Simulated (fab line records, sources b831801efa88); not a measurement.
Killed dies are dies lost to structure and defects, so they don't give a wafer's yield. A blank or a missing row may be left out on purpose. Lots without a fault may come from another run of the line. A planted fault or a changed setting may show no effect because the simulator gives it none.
Problem report in the 8D (eight disciplines) form, filled by code | flow gf180mcu | the parts of the form that need people (team, actions taken, sign-off) are left out

1. THE PROBLEM
V1_CVD_02_THK at GF_V1_THK_MEAS_03 reads a mean of 662 nm on 2 wafers of 1 lot; wafers without a fault read 849 nm with a standard deviation of 13. That is -14 standard deviations from the usual mean.
First seen on wafer L246.1, day 22 14:52, on film_metro-02. The record holds 35 wafers of 12 lots with a number at this step. Rule for "out", or "out of limits": more than 4 standard deviations from the usual mean. The other wafers with a number count as sound.

2. WHAT IT IS AND WHAT IT IS NOT
question                    | is                     | is not
which readings at this step | V1_CVD_02_THK          | -
which lots                  | L246                   | L233, L235, L236, L237, L239, L248, L249, L250, L252, L255, L256
which wafers of those lots  | all that have a number | -
read on which gauges        | film_metro-02          | film_metro-03, film_metro-04
when                        | from day 22 14:52      | up to then (15 sound wafers); but 18 sound wafers of L248, L249, L250, L252, L255, L256 came after

3. SUSPECTS, AND WHAT RULES EACH OUT
Counting: a tool at a process step up to the reading stays a suspect if it ran every lot that is out and no sound lot after the first of them.
- the gauge at GF_V1_THK_MEAS_03: ruled out. All the wafers that are out were read on film_metro-02, but those of them that GF_V1_CVD_02 has rows for are out there too, on other tools.
- pecvd-03 at GF_V1_CVD_02 (deposits SiO2 from TEOS, target thk 850 nm, time 94.851 s): ruled out as a lasting fault. Sound lots L255 ran on it after its first lot that is out, L246 (day 22 14:47).
Left after counting: nothing in the record.

4. THE CAUSE (what the simulator had put in)
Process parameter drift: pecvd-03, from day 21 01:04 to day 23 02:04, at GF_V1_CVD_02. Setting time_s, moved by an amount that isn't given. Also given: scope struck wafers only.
Counting ruled it out, wrongly: the rule takes a fault to strike every lot that its tool runs from its start on, and this one did not.

5. THE CHAIN OF EFFECTS, in route order
Each row: a reading whose mean over the struck wafers that have a number lies more than 3 standard deviations from the usual. Only readings for which the record gives a usual standard deviation are gone through. hours: the time from each lot's start at the first step in this table that gives one to its start at this step, as a median over the lots. sigmas: the change in usual standard deviations.
hours | step              | reading            | usual   | on struck wafers | change | sigmas
0     | GF_V1_CVD_02      | run_length_s       | 122.9 s | 102.2            | -20.8  | -38
0     | GF_V1_THK_MEAS_03 | V1_CVD_02_THK      | 849 nm  | 662              | -187   | -14
0     | GF_V1_CMP_04      | time_to_endpoint_s | 80 s    | 10               | -70    | -12
The process steps in it:
- GF_V1_CVD_02: deposits SiO2 from TEOS, target thk 850 nm, time 94.851 s.
- GF_V1_CMP_04: polishes SiO2.
Readings that are blank on the struck wafers while sound wafers have them: rf_fwd_power_W at GF_V1_CVD_02.

6. WHAT WOULD HAVE CAUGHT IT SOONER
In this record the first reading out of limits at a measuring or inspecting step was taken at day 22 14:52, 38 hours after the fault began at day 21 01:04.
The tool's own readings at GF_V1_CVD_02 were out on every struck wafer that the step has a row for (run_length_s): an alarm limit on them would have fired on the first of those.
